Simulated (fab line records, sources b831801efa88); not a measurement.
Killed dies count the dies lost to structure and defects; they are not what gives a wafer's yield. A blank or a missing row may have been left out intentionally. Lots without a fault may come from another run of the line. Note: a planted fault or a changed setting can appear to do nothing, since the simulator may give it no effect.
fab line records | flow sky130
[record] lots = 24 wafers = 72 lastDay = 50
route steps=708 shown FIELD_ISO@16 VT_ADJUST_HVTP@93 LDD_P@263 POLY_CUT@315 LI_CONTACT@384 LOCAL_INTERCONNECT@400
lots that met no fault: from a run of the same line without faults
startH: start of the lot's first displayed wafer, in hours after the record's first day | waitH: hours from the lot's prior step to this one | " as in the row above | L1.1+2: several wafers, shown together as one row | - value missing, or start not given | * or withheld: withheld | < > ~ a bound
route shown NAME@n: a module of which the file shows steps, and the number in the route of the first | usual: mean/standard deviation of fault-free wafers | same: alike in all rows | chamber/n: place in a boat | sites: per-site readings | _std_site: their standard deviation | _edge_site: the outer-site mean with the inner-site mean subtracted | radiusMm: how far each site lies from the wafer's centre | mask NAME#n: copy n | behind: the last tool/chamber to shape the wafer | hold: what put the lot on hold/how long, in hours/how the hold closed | device: the n, p or np transistor that did not switch | end of line: at the end of the route, the tests of the same wafers | step lacking rows: just its recipe | killed: dies that structure and defects cost at the first sort, which is not the same as the wafer's yield | map: the dies of a wafer, with x for killed, . for not killed, _ for no die there
set.NAME: the run value of the setting; set.NAME@STEP: its run value at that earlier step | model.NAME: the simulator's own value behind a step, which no gauge read
the route's steps for a sample of lots (tables are steps, rows are wafers)
services: the hour from which a tool's chamber was out of use, counted from the record's first day as startH (under 0 if before that day), plus the number of hours and why
[[steps]]
[step SKY_FIELD_ISO_ETCH_15]
[recipe] chemistry = CHF3/O2 targetDepthNm = 180 stopOn = Si sourceW = 600 biasW = 200 pressureMtorr = 40 chf3FlowSccm = 50 O2_flow_sccm = 5 timeS = 72
[usual] chamberPressureMTorr = 40.00/0.043 drypumpMotorCurrentA = 5.6/0.52 oesProductAu = 0.944/0.0062 throttleValvePct = 8.843/0.009
// columns lot.wafer tool chamber startH waitH chamberPressureMTorr drypumpMotorCurrentA oesProductAu rfHoursCounterH throttleValvePct
L074.2 rieDiel-01 0 28.12 0.0 40.03 5.6 0.944 23 8.846
L074.3 " 2 " " 39.93 5.0 0.950 0 8.841
L074.4 " 1 " " 40.02 5.1 0.959 58 8.834
L075.3 rieDiel-04 0 33.69 0.0 39.95 5.7 0.949 1 8.837
L075.5 " 1 " " 39.97 5.3 0.948 - 8.843
L075.6 " 0 " " 39.96 5.7 0.956 - 8.868
L076.3 rieDiel-01 2 38.97 0.0 39.97 5.0 0.944 0 8.834
L076.4 " 3 " " 39.99 6.2 0.958 4 8.861
L076.6 " 2 " " 40.06 5.0 0.945 - 8.845
L077.2 rieDiel-03 2 46.58 0.0 39.97 6.1 0.951 6 8.847
L077.3 " 1 " " 39.91 5.6 0.951 152 8.840
L077.6 " 3 " " 40.01 5.7 0.943 - 8.843
L078.1 rieDiel-03 0 51.28 0.0 40.03 6.6 0.951 138 8.851
L078.4 " 3 " " 40.04 5.6 0.946 132 8.849
L078.6 " 3 " " 39.99 5.6 0.935 - 8.839
L079.1 rieDiel-03 2 55.79 0.0 39.97 6.1 0.946 6 8.834
L079.2 " 1 " " 39.95 5.7 0.952 152 8.839
L079.4 " 3 " " 39.98 5.7 0.943 132 8.841
L080.2 rieDiel-04 0 62.07 0.0 40.03 5.7 0.948 1 8.853
L080.3 " 2 " " 39.92 4.8 0.944 39 8.864
L080.4 " 3 " " 40.04 5.3 0.942 41 8.845
L081.3 rieDiel-03 1 68.12 0.0 40.00 5.7 0.940 152 8.849
L081.4 " 2 " " 39.95 6.1 0.934 7 8.828
L081.6 " 1 " " 40.02 5.7 0.939 - 8.850
L082.2 rieDiel-01 0 71.82 0.0 40.02 5.5 0.938 24 8.835
L082.4 " 3 " " 39.95 6.2 0.940 4 8.855
L082.5 " 2 " " 40.00 5.0 0.941 - 8.849
L083.4 rieDiel-01 1 76.19 0.0 39.99 5.1 0.947 59 8.846
L083.5 " 0 " " 40.04 5.6 0.940 - 8.843
L083.6 " 3 " " 39.94 6.2 0.956 - 8.834
L084.4 rieDiel-04 0 83.12 0.0 40.07 5.7 0.933 1 8.833
L084.5 " 2 " " 40.06 4.8 0.937 - 8.841
L084.6 " 3 " " 40.00 5.3 0.939 - 8.831
L085.1 rieDiel-03 3 87.02 0.0 40.06 5.6 0.934 133 8.849
L085.2 " 0 " " 40.02 6.6 0.942 139 8.833
L085.6 " 1 " " 40.01 5.7 0.945 - 8.847
L086.3 rieDiel-01 2 92.12 0.0 39.99 5.0 0.946 2 8.847
L086.4 " 3 " " 40.03 6.2 0.950 5 8.848
L086.5 " 2 " " 39.96 5.0 0.939 - 8.846
L087.1 rieDiel-03 0 99.52 0.0 40.04 6.6 0.927 139 8.847
L087.3 " 3 " " 40.01 5.7 0.941 133 8.854
L087.5 " 0 " " 40.01 6.6 0.930 - 8.851
L088.2 rieDiel-01 3 104.43 0.0 39.97 6.2 0.942 5 8.837
L088.3 " 0 " " 39.99 5.6 0.935 25 8.837
L088.5 " 2 " " 40.02 4.9 0.940 - 8.831
L089.2 rieDiel-04 3 107.52 0.0 40.02 5.3 0.943 42 8.847
L089.4 " 0 " " 40.00 5.7 0.941 2 8.833
L089.6 " 3 " " 40.03 5.3 0.935 - 8.844
L090.1 rieDiel-01 1 114.68 0.0 40.00 5.1 0.941 59 8.854
L090.4 " 2 " " 39.96 5.0 0.942 2 8.839
L090.5 " 3 " " 40.01 6.2 0.943 - 8.828
L091.2 rieDiel-03 1 116.93 0.0 39.97 5.6 0.942 153 8.840
L091.5 " 2 " " 40.00 6.1 0.944 - 8.844
L091.6 " 3 " " 39.99 5.6 0.951 - 8.847
L092.1 rieDiel-03 1 122.73 0.0 40.08 5.7 0.943 153 8.838
L092.4 " 0 " " 40.06 6.6 0.943 140 8.863
L092.6 " 3 " " 39.97 5.6 0.944 - 8.833
L093.2 rieDiel-01 0 127.18 0.0 39.99 5.6 0.951 26 8.842
L093.4 " 3 " " 40.05 6.2 0.931 5 8.844
L093.6 " 2 " " 40.10 5.0 0.936 - 8.827
L094.3 rieDiel-04 2 134.27 0.0 40.00 4.8 0.938 41 8.840
L094.4 " 3 " " 40.01 5.3 0.942 42 8.838
L094.5 " 3 " " 40.00 5.3 0.932 - 8.832
L095.1 rieDiel-04 2 137.12 0.0 39.96 4.8 0.946 41 8.853
L095.2 " 0 " " 39.99 5.7 0.946 2 8.832
L095.3 " 1 " " 39.98 5.3 0.931 55 8.824
L096.1 rieDiel-01 3 146.08 0.0 39.99 6.2 0.953 6 8.846
L096.2 " 1 " " 39.98 5.1 0.950 60 8.843
L096.5 " 2 " " 40.06 5.0 0.945 - 8.856
L097.1 rieDiel-04 2 149.87 0.0 40.02 4.8 0.943 41 8.850
L097.3 " 3 " " 39.96 5.3 0.947 42 8.838
L097.4 " 0 " " 39.88 5.7 0.949 3 8.863
[step SKY_VT_ADJUST_HVTP_OVL_MEAS_08]
[usual] VT_ADJUST_HVTP_OVL = 0.4/1.4
// columns lot.wafer tool chamber startH waitH VT_ADJUST_HVTP_OVL[nm]
L074.2 overlay-01 - 120.52 0.1 -0.5
L074.3 " - " " -1.3
L074.4 " - " " 0.1
L075.3 overlay-01 - 127.99 0.1 -0.5
L075.5 " - " " -0.7
L075.6 " - " " -0.2
L076.3 overlay-02 - 132.96 0.1 1.5
L076.4 " - " " 1.0
L076.6 " - " " 1.2
L077.2 overlay-02 - 143.29 0.1 0.1
L077.3 " - " " -0.1
L077.6 " - " " -2.2
L078.1 overlay-02 - 151.29 0.1 1.2
L078.4 " - " " 0.9
L078.6 " - " " 0.9
L079.1 overlay-01 - 158.14 0.1 1.5
L079.2 " - " " -0.6
L079.4 " - " " 1.6
L080.2 overlay-02 - 163.34 0.1 3.2
L080.3 " - " " 1.0
L080.4 " - " " 2.0
L081.3 overlay-02 - 169.51 0.1 0.1
L081.4 " - " " 0.7
L081.6 " - " " -2.3
L082.2 overlay-01 - 177.14 0.1 1.2
L082.4 " - " " -0.6
L082.5 " - " " 1.0
L083.4 overlay-02 - 181.22 0.1 -1.0
L083.5 " - " " -1.1
L083.6 " - " " -1.4
L084.4 overlay-02 - 188.60 0.1 0.4
L084.5 " - " " 1.1
L084.6 " - " " 1.1
L085.1 overlay-01 - 191.88 0.1 2.1
L085.2 " - " " 0.8
L085.6 " - " " 2.0
L086.3 overlay-01 - 199.56 0.1 1.8
L086.4 " - " " -0.6
L086.5 " - " " -3.1
L087.1 overlay-02 - 206.98 0.1 -1.7
L087.3 " - " " -0.2
L087.5 " - " " -2.0
L088.2 overlay-02 - 212.34 0.1 0.2
L088.3 " - " " 2.6
L088.5 " - " " 2.0
L089.2 overlay-01 - 215.88 0.1 2.4
L089.4 " - " " 1.5
L089.6 " - " " 0.7
L090.1 overlay-01 - 224.15 0.1 1.4
L090.4 " - " " 1.3
L090.5 " - " " 0.3
L091.2 overlay-01 - 231.99 0.1 -1.2
L091.5 " - " " -1.3
L091.6 " - " " -1.4
L092.1 overlay-01 - 240.04 0.1 0.3
L092.4 " - " " -2.4
L092.6 " - " " -0.6
L093.2 overlay-02 - 246.74 0.1 1.9
L093.4 " - " " 0.1
L093.6 " - " " 0.4
L094.3 overlay-02 - 249.91 0.1 2.6
L094.4 " - " " -0.1
L094.5 " - " " 0.0
L095.1 overlay-02 - 254.68 0.1 -0.8
L095.2 " - " " -2.1
L095.3 " - " " -1.3
L096.1 overlay-02 - 262.69 0.1 -0.6
L096.2 " - " " 2.2
L096.5 " - " " 1.5
L097.1 overlay-02 - 270.79 0.1 1.2
L097.3 " - " " 3.3
L097.4 " - " " 1.8
[step SKY_LDD_P_OVL_MEAS_08]
[usual] LDD_P_OVL = 0.0/1.5
// columns lot.wafer tool chamber startH waitH LDD_P_OVL[nm]
L074.2 overlay-02 - 430.59 0.1 1.5
L074.3 " - " " 1.3
L074.4 " - " " -1.0
L075.3 overlay-02 - 435.31 0.1 1.5
L075.5 " - " " 0.0
L075.6 " - " " -0.3
L076.3 overlay-02 - 442.70 0.1 -0.6
L076.4 " - " " 1.4
L076.6 " - " " -0.8
L079.1 overlay-01 - 489.69 0.1 -1.5
L079.2 " - " " -3.0
L079.4 " - " " -2.5
L077.2 overlay-01 - 492.05 0.1 1.6
L077.3 " - " " -1.5
L077.6 " - " " -0.4
L078.1 overlay-01 - 492.44 0.1 0.6
L078.4 " - " " -1.1
L078.6 " - " " -1.6
L081.3 overlay-01 - 497.11 0.1 -0.4
L081.4 " - " " -0.6
L081.6 " - " " -1.2
L080.2 overlay-01 - 497.94 0.1 -1.7
L080.3 " - " " 0.5
L080.4 " - " " -0.7
L082.2 overlay-02 - 506.09 0.1 1.3
L082.4 " - " " -0.4
L082.5 " - " " 1.8
L083.4 overlay-01 - 545.34 0.1 -0.6
L083.5 " - " " 0.8
L083.6 " - " " -1.4
L084.4 overlay-02 - 546.99 0.1 0.6
L084.5 " - " " -0.3
L084.6 " - " " 0.0
L086.3 overlay-02 - 547.55 0.1 0.1
L086.4 " - " " -0.4
L086.5 " - " " 1.0
L085.1 overlay-02 - 548.08 0.1 4.4
L085.2 " - " " 1.0
L085.6 " - " " 1.7
L087.1 overlay-01 - 550.34 0.1 -0.4
L087.3 " - " " 2.2
L087.5 " - " " -1.1
L089.2 overlay-02 - 556.14 0.1 1.0
L089.4 " - " " -1.6
L089.6 " - " " -1.9
L088.2 overlay-01 - 557.09 0.1 -2.3
L088.3 " - " " 0.5
L088.5 " - " " 0.0
L090.1 overlay-01 - 570.20 0.1 -0.2
L090.4 " - " " -0.1
L090.5 " - " " 1.2
L091.2 overlay-01 - 574.48 0.1 -1.3
L091.5 " - " " -1.3
L091.6 " - " " -1.6
L092.1 overlay-02 - 583.83 0.1 -1.6
L092.4 " - " " -3.2
L092.6 " - " " -0.6
L094.3 overlay-01 - 597.99 0.1 -0.7
L094.4 " - " " 0.3
L094.5 " - " " 2.3
L093.2 overlay-01 - 600.38 0.1 -0.7
L093.4 " - " " -0.2
L093.6 " - " " -1.0
L095.1 overlay-01 - 601.63 0.1 3.1
L095.2 " - " " 1.1
L095.3 " - " " 0.5
L096.1 overlay-02 - 619.45 0.1 -0.3
L096.2 " - " " -1.6
L096.5 " - " " 1.0
L097.1 overlay-02 - 620.85 0.1 1.1
L097.3 " - " " 1.8
L097.4 " - " " 0.5
[step SKY_POLY_CUT_CD_MEAS_08]
[recipe] targetCdNm = 270
[usual] cdNm = 269.7/1.5
// columns lot.wafer tool chamber startH waitH cdNm
L074.2 cdSem-01 - 552.18 - 270.4
L074.3 " - " " 270.4
L074.4 " - " " 270.5
L075.3 cdSem-01 - 554.80 - 271.7
L075.5 " - " " 272.1
L075.6 " - " " 271.1
L076.3 cdSem-02 - 562.07 - 269.7
L076.4 " - " " 267.7
L076.6 " - " " 268.6
L079.1 cdSem-01 - 611.72 - 269.7
L079.2 " - " " 270.5
L079.4 " - " " 269.2
L077.2 cdSem-01 - 614.23 - 270.6
L077.3 " - " " 270.2
L077.6 " - " " 269.8
L078.1 cdSem-02 - 615.53 - 268.5
L078.4 " - " " 268.9
L078.6 " - " " 269.3
L081.3 cdSem-01 - 617.86 - 270.4
L081.4 " - " " 270.6
L081.6 " - " " 268.5
L080.2 cdSem-02 - 619.18 - 267.8
L080.3 " - " " 267.3
L080.4 " - " " 266.6
L082.2 cdSem-02 - 627.93 - 271.4
L082.4 " - " " 269.9
L082.5 " - " " 271.3
L083.4 cdSem-01 - 664.33 - 270.9
L083.5 " - " " 270.7
L083.6 " - " " 271.6
L084.4 cdSem-01 - 665.03 - 272.1
L084.5 " - " " 272.6
L084.6 " - " " 272.3
L086.3 cdSem-02 - 666.75 - 270.0
L086.4 " - " " 269.1
L086.5 " - " " 269.2
L085.1 cdSem-02 - 668.76 - 270.8
L085.2 " - " " 271.4
L085.6 " - " " 270.9
L087.1 cdSem-02 - 670.08 - 271.1
L087.3 " - " " 269.1
L087.5 " - " " 271.0
L089.2 cdSem-01 - 675.50 - 271.6
L089.4 " - " " 272.1
L089.6 " - " " 270.6
L088.2 cdSem-02 - 676.24 - 265.8
L088.3 " - " " 267.6
L088.5 " - " " 267.0
L090.1 cdSem-01 - 689.07 - 268.5
L090.4 " - " " 269.9
L090.5 " - " " 271.2
L091.2 cdSem-02 - 692.24 - 269.7
L091.5 " - " " 269.3
L091.6 " - " " 270.3
L092.1 cdSem-01 - 702.91 - 269.7
L092.4 " - " " 270.4
L092.6 " - " " 268.9
L094.3 cdSem-01 - 714.42 - 270.6
L094.4 " - " " 271.1
L094.5 " - " " 270.7
L093.2 cdSem-02 - 718.44 - 268.9
L093.4 " - " " 268.3
L093.6 " - " " 268.7
L095.1 cdSem-02 - 720.16 - 270.6
L095.2 " - " " 270.2
L095.3 " - " " 269.7
L096.1 cdSem-02 - 736.06 - 268.4
L096.2 " - " " 267.3
L096.5 " - " " 268.9
L097.1 cdSem-02 - 736.23 - 268.8
L097.3 " - " " 269.6
L097.4 " - " " 269.6
[step SKY_LI_CONTACT_RS_MEAS_22]
[recipe] thkMeasGauge = four-point-probe reads = W_of_LI_CONTACT_CVD_21+TiN_of_LI_CONTACT_SPUTTER_20+Ti_of_LI_CONTACT_SPUTTER_19
[usual] LI_CONTACT_W_RS = 0.282/0.0063
// columns lot.wafer tool chamber startH waitH LI_CONTACT_W_RS[ohm/sq]
L074.2 filmMetro-01 - 671.98 0.1 0.286
L074.3 " - " " 0.286
L074.4 " - " " 0.277
L075.3 filmMetro-01 - 675.84 0.1 0.285
L075.5 " - " " 0.286
L075.6 " - " " 0.276
L076.3 filmMetro-03 - 680.09 0.1 0.289
L076.4 " - " " 0.285
L076.6 " - " " 0.284
L079.1 filmMetro-03 - 730.18 0.1 0.286
L079.2 " - " " 0.273
L079.4 " - " " 0.277
L077.2 filmMetro-03 - 732.87 0.1 0.281
L077.3 " - " " 0.284
L077.6 " - " " 0.286
L078.1 filmMetro-04 - 733.50 0.1 0.287
L078.4 " - " " 0.288
L078.6 " - " " 0.285
L081.3 filmMetro-03 - 734.80 0.1 0.286
L081.4 " - " " 0.281
L081.6 " - " " 0.289
L080.2 filmMetro-01 - 736.19 0.1 0.291
L080.3 " - " " 0.286
L080.4 " - " " 0.288
L082.2 filmMetro-04 - 743.38 0.1 0.288
L082.4 " - " " 0.278
L082.5 " - " " 0.277
L083.4 filmMetro-03 - 776.27 0.1 0.293
L083.5 " - " " 0.286
L083.6 " - " " 0.294
L084.4 filmMetro-03 - 777.67 0.1 0.286
L084.5 " - " " 0.287
L084.6 " - " " 0.272
L086.3 filmMetro-04 - 780.00 0.1 0.281
L086.4 " - " " 0.290
L086.5 " - " " 0.292
L085.1 filmMetro-03 - 781.92 0.1 0.286
L085.2 " - " " 0.272
L085.6 " - " " 0.281
L087.1 filmMetro-04 - 782.76 0.1 0.285
L087.3 " - " " 0.285
L087.5 " - " " 0.275
L089.2 filmMetro-04 - 789.45 0.1 0.272
L089.4 " - " " 0.286
L089.6 " - " " 0.287
L088.2 filmMetro-01 - 790.08 0.1 0.279
L088.3 " - " " 0.283
L088.5 " - " " 0.284
L090.1 filmMetro-03 - 799.77 0.1 0.287
L090.4 " - " " 0.272
L090.5 " - " " 0.269
L091.2 filmMetro-01 - 804.19 0.1 0.272
L091.5 " - " " 0.270
L091.6 " - " " 0.283
L092.1 filmMetro-03 - 813.12 0.1 0.287
L092.4 " - " " 0.285
L092.6 " - " " 0.274
L094.3 filmMetro-01 - 825.45 0.1 0.281
L094.4 " - " " 0.276
L094.5 " - " " 0.269
L093.2 filmMetro-03 - 829.13 0.1 0.278
L093.4 " - " " 0.279
L093.6 " - " " 0.277
L095.1 filmMetro-04 - 830.40 0.1 0.272
L095.2 " - " " 0.279
L095.3 " - " " 0.286
L096.1 filmMetro-01 - 845.72 0.1 0.286
L096.2 " - " " 0.297
L096.5 " - " " 0.292
L097.1 filmMetro-03 - 846.48 0.1 0.277
L097.3 " - " " 0.274
L097.4 " - " " 0.285
[step SKY_LOCAL_INTERCONNECT_ETCH_13]
[recipe] chemistry = N2/H2 target = BARC ionEnergyEv = 200 biasW = 100 pressureMtorr = 30 n2FlowSccm = 100 h2FlowSccm = 200 icpW = 500 stopOn = SiO2 timeS = 45.9 targetDepthA = 600
[usual] chamberPressureMTorr = 29.999/0.028 drypumpMotorCurrentA = 5.6/0.34 oesProductAu = 0.854/0.0046 throttleValvePct = 13.224/0.0086
// columns lot.wafer tool chamber startH waitH chamberPressureMTorr drypumpMotorCurrentA oesProductAu rfHoursCounterH throttleValvePct
L074.2 rieMetal-03 0 701.88 0.0 29.952 6.0 0.858 13 13.233
L074.3 " 1 " " 30.004 5.7 0.863 - 13.218
L074.4 " 0 " " 30.047 6.0 0.861 - 13.223
L075.3 rieMetal-03 1 704.94 0.0 29.979 5.8 0.857 - 13.219
L075.5 " 1 " " 29.966 5.8 0.849 - 13.221
L075.6 " 0 " " 29.980 6.0 0.858 - 13.224
L076.3 rieMetal-03 1 714.84 0.0 30.021 5.8 0.851 - 13.223
L076.4 " 0 " " 30.049 6.0 0.858 - 13.227
L076.6 " 1 " " 29.994 5.8 0.857 - 13.233
L079.1 rieMetal-03 1 757.31 0.0 30.006 5.8 0.856 4 13.224
L079.2 " 0 " " 30.012 6.0 0.853 14 13.214
L079.4 " 0 " " 29.975 6.0 0.860 - 13.229
L077.2 rieMetal-02 1 760.98 0.0 29.998 5.1 0.856 13 13.211
L077.3 " 0 " " 30.017 5.8 0.845 - 13.232
L077.6 " 0 " " 29.952 5.8 0.853 - 13.217
L078.1 rieMetal-01 1 761.57 0.0 29.996 5.2 0.855 5 13.218
L078.4 " 1 " " 30.019 5.2 0.854 - 13.227
L078.6 " 1 " " 30.000 5.2 0.850 - 13.234
L081.3 rieMetal-03 0 761.94 0.0 29.993 6.0 0.849 - 13.215
L081.4 " 1 " " 30.045 5.7 0.851 - 13.223
L081.6 " 1 " " 29.992 5.7 0.860 - 13.228
L080.2 rieMetal-02 1 763.81 0.0 29.969 5.1 0.852 13 13.228
L080.3 " 0 " " 30.010 5.8 0.865 - 13.228
L080.4 " 1 " " 29.952 5.1 0.857 - 13.221
L082.2 rieMetal-01 0 771.03 0.0 30.011 5.8 0.854 1 13.230
L082.4 " 1 " " 30.053 5.2 0.858 - 13.221
L082.5 " 1 " " 29.939 5.2 0.854 - 13.228
L083.4 rieMetal-03 1 804.38 0.0 30.041 5.7 0.853 - 13.246
L083.5 " 1 " " 29.977 5.8 0.864 - 13.219
L083.6 " 0 " " 30.000 6.0 0.856 - 13.233
L084.4 rieMetal-01 1 805.40 0.1 30.006 5.2 0.855 - 13.223
L084.5 " 1 " " 30.016 5.3 0.856 - 13.237
L084.6 " 1 " " 29.998 5.3 0.860 - 13.227
L086.3 rieMetal-02 1 807.88 0.0 30.053 5.1 0.854 - 13.229
L086.4 " 0 " " 29.981 5.8 0.848 - 13.226
L086.5 " 0 " " 29.959 5.8 0.852 - 13.224
L085.1 rieMetal-03 1 810.01 0.0 29.997 5.7 0.852 6 13.230
L085.2 " 0 " " 29.985 6.0 0.851 0 13.212
L085.6 " 1 " " 29.972 5.7 0.847 - 13.214
L087.1 rieMetal-01 1 810.36 0.0 29.968 5.2 0.849 6 13.206
L087.3 " 1 " " 30.038 5.2 0.856 - 13.221
L087.5 " 1 " " 29.981 5.2 0.860 - 13.211
L089.2 rieMetal-03 0 816.86 0.0 30.007 6.0 0.858 0 13.221
L089.4 " 1 " " 30.042 5.7 0.850 - 13.236
L089.6 " 0 " " 29.962 6.0 0.858 - 13.236
L088.2 rieMetal-02 0 817.53 0.0 29.943 5.8 0.850 12 13.230
L088.3 " 0 " " 29.990 5.8 0.852 - 13.219
L088.5 " 1 " " 29.981 5.1 0.854 - 13.223
L090.1 rieMetal-02 1 827.51 0.0 30.005 5.1 0.855 16 13.229
L090.4 " 1 " " 29.967 5.1 0.857 - 13.233
L090.5 " 0 " " 30.041 5.8 0.850 - 13.226
L091.2 rieMetal-01 1 831.47 0.0 30.027 5.2 0.853 8 13.231
L091.5 " 0 " " 30.084 5.9 0.860 - 13.200
L091.6 " 1 " " 30.037 5.2 0.852 - 13.242
L092.1 rieMetal-01 1 840.76 0.0 29.930 5.2 0.854 8 13.215
L092.4 " 1 " " 30.026 5.2 0.852 - 13.224
L092.6 " 0 " " 29.969 5.8 0.850 - 13.246
L094.3 rieMetal-02 0 852.30 0.0 29.960 5.8 0.856 - 13.230
L094.4 " 1 " " 29.979 5.1 0.853 - 13.221
L094.5 " 1 " " 29.994 5.1 0.861 - 13.221
L093.2 rieMetal-01 1 856.46 0.0 30.002 5.2 0.854 9 13.231
L093.4 " 0 " " 30.016 5.8 0.857 - 13.225
L093.6 " 0 " " 30.008 5.8 0.856 - 13.222
L095.1 rieMetal-03 1 858.11 0.0 29.968 5.8 0.855 9 13.233
L095.2 " 0 " " 30.012 6.0 0.852 2 13.219
L095.3 " 1 " " 30.035 5.8 0.850 - 13.216
L096.1 rieMetal-02 0 873.08 0.0 30.039 5.8 0.854 14 13.215
L096.2 " 1 " " 29.981 5.1 0.852 18 13.224
L096.5 " 0 " " 30.005 5.8 0.856 - 13.215
L097.1 rieMetal-02 1 873.92 0.0 29.946 5.1 0.855 18 13.219
L097.3 " 0 " " 30.003 5.8 0.846 - 13.224
L097.4 " 1 " " 29.998 5.1 0.857 - 13.217
[[services]]
// columns tool chamber startH hours kind
rieMetal-02 - 23.04 1.4 pm
rieDiel-01 1 49.26 12.7 repair
rieDiel-01 3 59.05 9.4 repair
rieMetal-03 1 81.03 16.5 repair
rieMetal-03 0 110.09 8.5 repair
rieMetal-02 0 121.80 3.4 repair
rieMetal-03 - 122.05 0.5 repair
rieMetal-03 - 134.97 0.3 repair
rieMetal-03 - 145.50 1.4 pm
rieDiel-01 1 160.52 3.9 repair
rieDiel-03 3 171.86 4.5 repair
rieMetal-03 - 205.60 2.8 pm
rieDiel-01 0 271.13 13.4 repair
rieDiel-01 2 304.44 6.2 repair
rieDiel-01 2 314.35 29.0 repair
rieDiel-01 0 316.22 9.7 repair
rieDiel-01 1 460.50 6.2 repair
rieDiel-01 2 474.82 1.8 repair
rieMetal-03 - 524.54 1.2 repair
rieMetal-03 - 709.29 4.3 pm
rieDiel-01 0 814.70 4.5 repair
rieDiel-01 0 846.98 7.5 repair
rieDiel-01 - 863.21 0.4 repair
rieMetal-03 0 867.42 2.0 repair
[[key]]
fault none
